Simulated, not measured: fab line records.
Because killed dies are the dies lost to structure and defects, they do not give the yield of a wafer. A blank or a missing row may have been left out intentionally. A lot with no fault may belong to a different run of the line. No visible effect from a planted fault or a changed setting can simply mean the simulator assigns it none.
The same fault as seen by 2 desks -- flow sfq_line -- only its own numbers are on each desk; what lay behind them is given at the end

TOOL OWNER'S DESK, litho_track-03
The tool's own readings at SFQ_TRILAYER_M0_LITHO_PEB_024 (peb time 60 s): means of the sampled wafers that have a number, for each lot that ran on this tool. Marked OUT: a lot whose mean sits more than 4 standard deviations from the usual mean, which makes it out of limits; the brackets give that distance.
Columns: A = heater_power_total_W at SFQ_TRILAYER_M0_LITHO_PEB_024, usual 79.15 W; B = plate_temp_C at SFQ_TRILAYER_M0_LITHO_PEB_024, usual 114.97 C
lot,first seen here,A,B
L504,day 12 20:41,79.05,114.96
L518,day 18 19:58,88.84 (+99 or more) OUT,125.60 (+82) OUT
L519,day 19 01:58,88.84 (+99 or more) OUT,125.38 (+80) OUT
This desk finds L518, L519 out of limits, L518 being first, at day 18 19:58 (heater_power_total_W at SFQ_TRILAYER_M0_LITHO_PEB_024). L504 stayed within limits.

METROLOGY DESK
What the gauges read for every lot (on any tool): the sampled wafers with a number, averaged. Marked OUT: a lot whose mean sits more than 4 standard deviations from the usual mean, which makes it out of limits; the brackets give that distance.
Columns: A = M0_NB_RS at SFQ_M0_RS_MEAS_904, usual 0.891 ohm/sq; B = M0_OVL at SFQ_M0_OVL_MEAS_906, usual 0 nm
lot,first seen here,A,B
L504,day 8 12:49,0.894,2
L508,day 10 07:27,0.903,-0
L518,day 13 07:42,0.890,4
L519,day 13 13:42,0.904,-1
L521,day 14 12:30,0.885,-0
L522,day 14 16:08,0.887,3
Finding of this desk: none of the 6 lots has anything out of limits.

BROUGHT TOGETHER
At day 18 19:58, on L518, L519, the tool owner's desk was in a position to raise an alarm.
At the metrology desk, nothing out of limits was observed.
The metrology desk holds a record of L518, L519, inside its limits.
SFQ_TRILAYER_M0_LITHO_PEB_024 was run on litho_track-03 by each of the lots named.

WHAT THE SIMULATOR PUT IN
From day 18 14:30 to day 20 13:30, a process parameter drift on litho_track-03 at SFQ_TRILAYER_M0_LITHO_PEB_024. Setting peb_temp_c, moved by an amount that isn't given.
Lots struck among those shown: L518, L519.
Each desk's first reading out of limits, in hours after the fault started: the tool owner's desk, 5.
